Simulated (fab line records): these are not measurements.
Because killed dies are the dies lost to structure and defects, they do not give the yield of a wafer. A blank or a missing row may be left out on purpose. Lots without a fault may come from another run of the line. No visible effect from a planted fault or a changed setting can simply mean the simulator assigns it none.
Chamber matching | flow sky130 | SKY_FIELD_ISO_ETCH_15 on rie-diel-02: 4 sister chambers
The step etches the open film in CHF3/O2, stops on Si, target depth 180 nm, time 72 s. 4 wafers are shown with their chamber, then 11 later ones without.

== WAFERS PAIRED WITH THEIR CHAMBERS ==
wafer  | chamber | oes-product-au (a.u.)
L089.1 | 0       | 0.952
L091.3 | 3       | 0.954
L091.5 | 2       | 0.954
L092.1 | 1       | 0.943

== WAFERS MISSING THEIR CHAMBER ==
wafer  | oes-product-au (a.u.)
L092.2 | 0.948
L092.6 | 0.948
L094.3 | 0.942
L094.4 | 0.936
L094.5 | 0.942
L095.1 | 0.945
L095.3 | 0.948
L095.6 | 0.954
L097.1 | 0.948
L097.4 | 0.942
L097.5 | 0.948

== CHAMBER TAKEN BY EACH ==
wafer  | from the rows above               | in truth
L092.2 | can't be placed: 0 or 1 or 2 or 3 | 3
L092.6 | can't be placed: 0 or 1 or 2 or 3 | 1
L094.3 | 1                                 | 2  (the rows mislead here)
L094.4 | 1                                 | 1
L094.5 | 1                                 | 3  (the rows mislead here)
L095.1 | can't be placed: 1 or 0 or 2 or 3 | 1
L095.3 | can't be placed: 0 or 1 or 2 or 3 | 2
L095.6 | can't be placed: 2 or 3 or 0      | 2
L097.1 | can't be placed: 0 or 1 or 2 or 3 | 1
L097.4 | 1                                 | 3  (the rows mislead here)
L097.5 | can't be placed: 0 or 1 or 2 or 3 | 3
Placed correctly: 1 of 11. From these rows, 7 cannot be placed; in 7 the true chamber is one of the candidates. Number placed wrongly: 3.
How it was worked out, from the rows above alone: a wafer's distance from a chamber is the root of the sum, over the readings, of the square of ((its reading less the chamber's mean) divided by the reading's scatter). The wafer belongs to the nearest chamber; if the next one is less than 2 further off, it can't be placed. A chamber's mean is the mean of its shown wafers. The scatter (one wafer shown for each chamber): square how far every hidden wafer sits from the nearest shown wafer, average those squares and take the square root.
